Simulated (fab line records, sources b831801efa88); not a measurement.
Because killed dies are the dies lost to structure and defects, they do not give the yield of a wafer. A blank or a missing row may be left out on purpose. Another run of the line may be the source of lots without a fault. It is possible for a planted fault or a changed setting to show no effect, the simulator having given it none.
Which of the tools did it?    flow sky130    33 wafers from 11 lots sampled at 3 of the route's 708 steps

== WHAT EACH GAUGE READ, for each wafer ==
SKY_CONTACT_THK_MEAS_01. Usual: CONTACT_CVD_00_THK gives 75.0 nm (standard deviation 0.96).
lot   measured      on             CONTACT_CVD_00_THK (nm)  flag
L350  day 32 05:44  film_metro-01  74.1 74.3 75.2           
L356  day 33 15:53  film_metro-04  73.5 78.8 73.9           
L357  day 34 01:21  film_metro-02  76.0 75.3 81.2           
L360  day 35 01:23  film_metro-02  75.6 76.3 75.7           
L361  day 35 05:29  film_metro-02  74.8 75.6 75.8           
L362  day 35 16:09  film_metro-02  75.2 76.1 76.7           
L363  day 35 23:32  film_metro-01  74.6 77.3 76.1           
L365  day 36 22:35  film_metro-04  74.2 74.4 75.2           
L366  day 37 13:32  film_metro-02  74.4 76.4 75.1           
L368  day 37 16:11  film_metro-02  77.1 77.4 76.9           
L367  day 37 17:33  film_metro-01  74.2 75.8 75.5           

== TOOL THAT RAN EACH LOT (tool first, then ch and the chambers of the sampled wafers, then the start) ==
lot   SKY_LOCAL_INTERCONNECT_STRIP_15       SKY_CONTACT_CVD_00
L350  plasma_asher-04 ch 0,1, day 32 05:06  pecvd-01 ch 1,2, day 32 05:41
L356  plasma_asher-02 ch 0, day 33 15:13    pecvd-03 ch 0,1, day 33 15:50
L357  plasma_asher-04 ch 0,1, day 34 00:40  pecvd-03 ch 0,1,2, day 34 01:19
L360  plasma_asher-01 ch 0,1, day 35 00:46  pecvd-02 ch 0,2, day 35 01:21
L361  plasma_asher-04 ch 0,1, day 35 04:51  pecvd-02 ch 0,1,2, day 35 05:26
L362  plasma_asher-02 ch 0,1, day 35 15:32  pecvd-01 ch 1,2, day 35 16:06
L363  plasma_asher-01 ch 1, day 35 22:55    pecvd-02 ch 0,1,2, day 35 23:31
L365  plasma_asher-04 ch 0,1, day 36 21:58  pecvd-03 ch 0,1, day 36 22:33
L366  plasma_asher-04 ch 0, day 37 12:54    pecvd-03 ch 0,2, day 37 13:29
L368  plasma_asher-01 ch 0,1, day 37 15:32  pecvd-02 ch 1,2, day 37 16:07
L367  plasma_asher-02 ch 0,1, day 37 16:51  pecvd-01 ch 1,2, day 37 17:31
- SKY_LOCAL_INTERCONNECT_STRIP_15: strips in O2/N2.
- SKY_CONTACT_CVD_00: deposits Si3N4, target thk 75 nm.

== AS READ BY THE TOOLS THEMSELVES (means over the sampled wafers that have a number; for cases with no such wafer, the mark the record gives instead) ==
SKY_LOCAL_INTERCONNECT_STRIP_15. Usual: drypump_motor_current_A 5.73 A, standard deviation 0.23; oes_product_au 0.426 a.u., standard deviation 0.0046; strip_time_to_endpoint_s 4.719 s, standard deviation 0.015.
lot   tool             drypump_motor_current_A (A)  oes_product_au (a.u.)  strip_time_to_endpoint_s (s)  flag
L350  plasma_asher-04  5.69                         0.426                  4.718                         
L356  plasma_asher-02  5.26                         0.426                  4.720                         
L357  plasma_asher-04  5.70                         0.431                  4.721                         
L360  plasma_asher-01  5.77                         0.426                  4.715                         
L361  plasma_asher-04  5.71                         0.425                  4.715                         
L362  plasma_asher-02  5.80                         0.425                  4.708                         
L363  plasma_asher-01  5.92                         0.424                  4.733                         
L365  plasma_asher-04  5.71                         0.425                  4.698                         
L366  plasma_asher-04  5.72                         0.429                  4.726                         
L368  plasma_asher-01  5.86                         0.426                  4.707                         
L367  plasma_asher-02  5.81                         0.429                  4.730                         

SKY_CONTACT_CVD_00. Usual: 800 W for heater_power_w, sd 120.
lot   tool      heater_power_w (W)  flag
L350  pecvd-01  758                 
L356  pecvd-03  806                 
L357  pecvd-03  824                 
L360  pecvd-02  741                 
L361  pecvd-02  758                 
L362  pecvd-01  877                 
L363  pecvd-02  841                 
L365  pecvd-03  793                 
L366  pecvd-03  677                 
L368  pecvd-02  902                 
L367  pecvd-01  823                 

== THE ANSWER, worked out from the rows above alone ==
Rule: take the mean of a lot's wafers that have a number; if it is more than 3 standard deviations from the usual mean, the lot is off. A lot without any number at a reading at which 4 lots or more have one is off too. Any other lot the step has rows for is counted as sound. Order of review: gauges by route order, followed by the tools' own readings, for which a lot's mean as printed above is used. At the first step where some lot is off, the reading lying furthest off is the one used; lots without a number count as furthest.
No lot is off at any reading shown: from this, nothing can be told.

== WHAT THE SIMULATOR PUT IN ==
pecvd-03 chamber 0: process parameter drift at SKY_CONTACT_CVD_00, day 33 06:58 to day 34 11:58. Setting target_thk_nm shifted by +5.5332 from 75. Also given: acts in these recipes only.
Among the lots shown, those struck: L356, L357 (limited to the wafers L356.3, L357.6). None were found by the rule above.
